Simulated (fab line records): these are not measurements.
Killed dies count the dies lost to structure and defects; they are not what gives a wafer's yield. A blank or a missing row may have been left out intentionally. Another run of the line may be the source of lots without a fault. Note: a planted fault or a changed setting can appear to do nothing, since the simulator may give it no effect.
One fault seen from 2 desks | flow sky130 | each desk has only its own numbers; what lay behind them comes last

AT THE METROLOGY DESK
What the gauges read, lot by lot, whatever tool the lot ran on: means of the sampled wafers that have a number. Marked OUT: a lot whose mean sits more than 4 standard deviations from the usual mean, which makes it out of limits; the brackets give that distance.
Columns: A = LDD_HVP_OVL at SKY_LDD_HVP_OVL_MEAS_07, usual 0.3 nm; B = SD_N_OVL at SKY_SD_N_OVL_MEAS_08, usual 0.4 nm; C = SD_N_TW at SKY_SD_N_TW_MEAS_12, usual 3953; D = SD_N_RS at SKY_SD_N_RS_MEAS_16, usual 68.52 ohm/sq
lot  | first seen here | A    | B    | C               | D
L931 | day 23 08:46    | -0.0 | -0.6 | 3881            | 68.52
L936 | day 24 17:16    | -0.3 | 0.6  | 3910            | 68.45
L938 | day 25 18:44    | 1.0  | 1.7  | 3963            | 68.43
L939 | day 25 21:13    | 0.2  | 1.1  | 4025            | 68.64
L940 | day 26 12:02    | -0.7 | 1.2  | 4036            | 68.50
L942 | day 27 00:10    | -0.6 | 1.3  | 4212 (+5.4) OUT | 58.84 (-97) OUT
L945 | day 28 03:02    | 0.7  | 1.1  | 4345 (+8.2) OUT | 58.74 (-98) OUT
L947 | day 28 07:50    | 0.7  | 0.4  | 3899            | 68.37
L949 | day 29 09:05    | 1.7  | -0.6 | 3962            | 68.49
L950 | day 29 13:07    | -0.9 | 1.4  | 3927            | 68.54
L951 | day 29 14:32    | -0.2 | 2.9  | 3947            | 68.60
Finding of this desk: L942, L945 out of limits, first seen on L942 at day 33 00:14 (SD_N_TW at SKY_SD_N_TW_MEAS_12). Within limits: L931, L936, L938, L939, L940, L947, L949, L950, L951.

THE TOOL OWNER'S DESK: implanter-03
SKY_SD_N_IMPLANT_09, tool's own readings: per-lot mean of the sampled wafers with a number, covering each lot this tool ran. Marked OUT: a lot whose mean sits more than 4 standard deviations from the usual mean, which makes it out of limits; the brackets give that distance.
Columns: A = beamEnergyKeV at SKY_SD_N_IMPLANT_09, usual 50.002; B = endStationPressureTorr at SKY_SD_N_IMPLANT_09, usual 1.3e-05 Torr
lot  | first seen here | A                        | B
L936 | day 30 21:58    | 50.011                   | 1.4e-05
L938 | day 31 21:29    | 50.012                   | 1.4e-05
L940 | day 32 11:08    | 50.008                   | 1.4e-05
L942 | day 32 23:52    | 66.479 (+99 or more) OUT | 1.5e-05
L945 | day 34 00:50    | 66.493 (+99 or more) OUT | 1.4e-05
Finding of this desk: L942, L945 out of limits; the first was L942 at day 32 23:52, on beamEnergyKeV at SKY_SD_N_IMPLANT_09. Within limits: L936, L938, L940.

ALL TOGETHER
The tool owner's desk had the chance to raise an alarm at day 32 23:52 on L942, L945.
L942, L945 would have let the metrology desk raise an alarm at day 33 00:14.
SKY_SD_N_IMPLANT_09 was run on implanter-03 by each of the lots named.

WHAT WAS PUT IN BY THE SIMULATOR
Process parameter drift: implanter-03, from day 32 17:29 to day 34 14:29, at SKY_SD_N_IMPLANT_09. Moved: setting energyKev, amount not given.
Struck lots among those shown: L942, L945.
Counting hours from when the fault started, the first reading out of limits came at 6 for the tool owner's desk and at 7 for the metrology desk.
